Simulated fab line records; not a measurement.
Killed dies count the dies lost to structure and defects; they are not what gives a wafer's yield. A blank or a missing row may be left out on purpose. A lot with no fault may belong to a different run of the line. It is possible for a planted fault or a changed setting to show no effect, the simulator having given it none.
Commonality check across tools | flow gf180mcu | Lots sampled 11, wafers sampled 39

WHY IT WAS OPENED
2 of 11 lots carry a flag on the reading V1_CVD_02_THK at GF_V1_THK_MEAS_03. No-fault wafers: 852 nm, standard deviation 11.
Rule: a lot is flagged in two cases, either no wafer of it has a number, or all its wafers with numbers fall more than 4 standard deviations from that mean. All remaining lots are regarded as sound.

lot  | measured     | on            | V1_CVD_02_THK (nm), wafer by wafer | flag
L193 | day 17 06:22 | film_metro-01 | 845 839 851                        |
L194 | day 17 16:37 | film_metro-01 | 826 844 834                        |
L196 | day 18 11:13 | film_metro-01 | 850 854 857                        |
L204 | day 21 21:41 | film_metro-01 | 763 775 797 762 775 796            | FLAGGED
L205 | day 22 03:39 | film_metro-01 | 800 791 801 799 791 801            | FLAGGED
L208 | day 23 02:08 | film_metro-03 | 855 859 864                        |
L207 | day 23 06:21 | film_metro-02 | 847 849 865                        |
L210 | day 23 13:47 | film_metro-02 | 846 865 863                        |
L211 | day 23 23:43 | film_metro-03 | 852 865 852                        |
L213 | day 25 00:08 | film_metro-03 | 826 858 853                        |
L215 | day 25 09:59 | film_metro-02 | 834 857 852                        |
Average over the flagged lots: 788 nm; offset from the usual -64 nm, equal to -6 standard deviations.

TOOL THAT RAN EACH LOT
The record holds 3 process steps before the reading, out of a route of 602 steps. Cell contents, in order: the tool; ch with the chambers the sampled wafers went through; the start.
lot  | flag    | GF_M1_SPUTTER_00             | GF_M1_METAL_ETCH_16               | GF_V1_CVD_02
L193 |         | pvd_sputter-03, day 16 06:50 | rie_metal-04 ch 0,1, day 17 05:30 | pecvd-04 ch 0,1,2, day 17 06:17
L194 |         | pvd_sputter-02, day 16 17:50 | rie_metal-04 ch 0,1, day 17 15:44 | pecvd-02 ch 0,1, day 17 16:32
L196 |         | pvd_sputter-01, day 17 10:32 | rie_metal-01 ch 0,1, day 18 10:21 | pecvd-04 ch 0,1, day 18 11:07
L204 | FLAGGED | pvd_sputter-01, day 20 21:01 | rie_metal-04 ch 1, day 21 20:44   | pecvd-02 ch 0,1,2, day 21 21:37
L205 | FLAGGED | pvd_sputter-02, day 21 02:29 | rie_metal-01 ch 1, day 22 02:41   | pecvd-02 ch 1,2, day 22 03:34
L208 |         | pvd_sputter-02, day 22 01:43 | rie_metal-03 ch 0,1, day 23 01:17 | pecvd-04 ch 1,2, day 23 02:02
L207 |         | pvd_sputter-01, day 22 06:13 | rie_metal-01 ch 0, day 23 05:30   | pecvd-04 ch 0,1, day 23 06:17
L210 |         | pvd_sputter-02, day 22 14:14 | rie_metal-03 ch 0,1, day 23 12:56 | pecvd-04 ch 1,2, day 23 13:41
L211 |         | pvd_sputter-03, day 23 00:16 | rie_metal-04 ch 0,1, day 23 22:52 | pecvd-03 ch 0,1,2, day 23 23:37
L213 |         | pvd_sputter-03, day 24 01:19 | rie_metal-04 ch 0,1, day 24 23:10 | pecvd-04 ch 1,2, day 25 00:03
L215 |         | pvd_sputter-02, day 24 11:42 | rie_metal-03 ch 0,1, day 25 09:05 | pecvd-03 ch 0,1,2, day 25 09:54
What the steps here do:
- GF_M1_SPUTTER_00: material Ti, target thk 37.5 nm, time 150 s.
- GF_M1_METAL_ETCH_16: etches the open film in Cl2/BCl3, stops on SiO2, target depth 627.5 nm, time 104.6 s.
- GF_V1_CVD_02: deposits SiO2 from TEOS, target thk 850 nm, time 94.851 s.
- GF_V1_THK_MEAS_03

FLAGGED AGAINST TOTAL, ONE TOOL AT A TIME (gauges that did the reading follow at the end)
step                | tool           | lots run | flagged | share of the flagged lots | sound lots run after its first flagged lot
GF_M1_SPUTTER_00    | pvd_sputter-01 | 3        | 1       | some                      | 1 (L207)
GF_M1_SPUTTER_00    | pvd_sputter-02 | 5        | 1       | some                      | 3 (L208,L210,L215)
GF_M1_SPUTTER_00    | pvd_sputter-03 | 3        | 0       | none                      | -
GF_M1_METAL_ETCH_16 | rie_metal-01   | 3        | 1       | some                      | 1 (L207)
GF_M1_METAL_ETCH_16 | rie_metal-03   | 3        | 0       | none                      | -
GF_M1_METAL_ETCH_16 | rie_metal-04   | 5        | 1       | some                      | 2 (L211,L213)
GF_V1_CVD_02        | pecvd-02       | 3        | 2       | all                       | 0
GF_V1_CVD_02        | pecvd-03       | 2        | 0       | none                      | -
GF_V1_CVD_02        | pecvd-04       | 6        | 0       | none                      | -
GF_V1_THK_MEAS_03   | film_metro-01  | 5        | 2       | all                       | 0
GF_V1_THK_MEAS_03   | film_metro-02  | 3        | 0       | none                      | -
GF_V1_THK_MEAS_03   | film_metro-03  | 3        | 0       | none                      | -

WHAT THE TABLE PERMITS
Every flagged lot went through 2 rows of the table: pecvd-02 at GF_V1_CVD_02 and film_metro-01 at GF_V1_THK_MEAS_03.
- pecvd-02 at GF_V1_CVD_02: 2 of its 3 lots flagged. A fault beginning between L194 (day 17 16:32), its last sound lot, and L204 (day 21 21:37), its first flagged one, fits the data. Its own readings lie more than 4 standard deviations out on every wafer of the flagged lots: run_length_s.
- film_metro-01 at GF_V1_THK_MEAS_03: 2 of its 5 lots flagged. A fault beginning between L196 (day 18 11:13), its last sound lot, and L204 (day 21 21:41), its first flagged one, fits the data.
Because each of these 2 tools fits a fault that began at some hour, counting lots does not separate them. More lots, or a look at what each step does to the wafer, might.

WHAT THE SIMULATOR HAD PUT IN
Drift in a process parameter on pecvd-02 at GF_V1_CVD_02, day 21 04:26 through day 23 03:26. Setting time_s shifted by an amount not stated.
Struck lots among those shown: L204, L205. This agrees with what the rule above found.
